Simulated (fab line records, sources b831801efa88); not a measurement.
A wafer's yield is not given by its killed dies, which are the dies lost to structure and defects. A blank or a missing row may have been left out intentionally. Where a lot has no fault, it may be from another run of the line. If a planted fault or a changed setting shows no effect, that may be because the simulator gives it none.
8D (eight disciplines) problem report, filled in by code    flow sfq_line    the parts of the form that need people (team, actions taken, sign-off) are left out

1. THE PROBLEM
Mean of spin_speed_rpm at SFQ_TRILAYER_JJ_CE_LITHO_COAT_114: 2932.0 rpm across 6 wafers in 2 lots; on wafers with no fault it is 3000.1 rpm (standard deviation 1.9). Measured from the usual mean, that is -36 standard deviations.
The step: resist thk 600 nm.
Earliest sighting: wafer L833.1 on litho_track-01 at day 55 19:48. The record holds 42 wafers of 14 lots with a number at this step. The rule behind "out" and "out of limits": a value lying over 4 standard deviations away from the usual mean. The rest of the wafers with a number are treated as sound.

2. WHAT IT IS, AND WHAT IT ISN'T
question                     is                      is not
which readings at this step  spin_speed_rpm          -
which lots                   L833, L834              L822, L823, L824, L825, L832, L835, L837, L841, L842, L843, L844, L845
which wafers of those lots   all that have a number  -
read on which tools          litho_track-01          litho_track-03, litho_track-04
when                         from day 55 19:48       up to then (15 sound wafers); but 21 sound wafers of L835, L837, L841, L842, L843, L844, L845 came after

3. WHAT RULES OUT EACH SUSPECT
Counting: a tool stays on the suspect list if, at a process step up to the reading, it processed all lots that are out and no sound lot following the first of them.
- rie_metal-01 at SFQ_TRILAYER_M3_BARC_OPEN_METAL_ETCH_100 (etches BARC in O2, target depth 125 nm, time 41.7 s): ruled out as a lasting fault. Following L833 (day 40 21:52), the first lot on it that is out, the sound lots L841, L843 were run on it.
- pvd_sputter-04 at SFQ_TRILAYER_JJ_TRILAYER_DEP_SPUTTER_110 (material Al, target thk 8 nm, time 10 s): ruled out as a lasting fault. Following L833 (day 55 18:13), the first lot on it that is out, the sound lots L841, L843, L844 were run on it.
- litho_track-01 at SFQ_TRILAYER_JJ_CE_LITHO_COAT_114 (resist thk 600 nm): kept. Every lot that is out went through it, starting with L833 (day 55 19:48), and after that it ran no sound lot; the last sound lot it ran before then is L824 (day 49 21:37). Out on those wafers are its own readings of spin_speed_rpm.
After counting, what remains is litho_track-01 at SFQ_TRILAYER_JJ_CE_LITHO_COAT_114.

4. THE CAUSE (what the simulator had put in)
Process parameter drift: litho_track-01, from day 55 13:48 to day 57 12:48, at SFQ_TRILAYER_JJ_CE_LITHO_COAT_114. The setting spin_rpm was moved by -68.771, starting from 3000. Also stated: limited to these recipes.
After counting, this tool was the only one left.

5. THE CHAIN OF EFFECTS, in route order
Rows list readings where the struck wafers' mean (over those with a number) sits beyond 3 standard deviations from the usual. Only readings whose record carries a usual standard deviation are examined. hours: median over the lots of the time between each lot's start at the first step of this table that gives one and its start at this step. sigmas: the change, counted in usual standard deviations.
hours  step                               reading         usual       on struck wafers  change  sigmas
0      SFQ_TRILAYER_JJ_CE_LITHO_COAT_114  spin_speed_rpm  3000.1 rpm  2932.0            -68.1   -36
Its process steps:
- SFQ_TRILAYER_JJ_CE_LITHO_COAT_114: resist thk 600 nm.

6. WHAT WOULD HAVE CAUGHT IT SOONER
6 hours passed between the start of the fault at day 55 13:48 and the first reading out of limits in this record, taken at day 55 19:48.
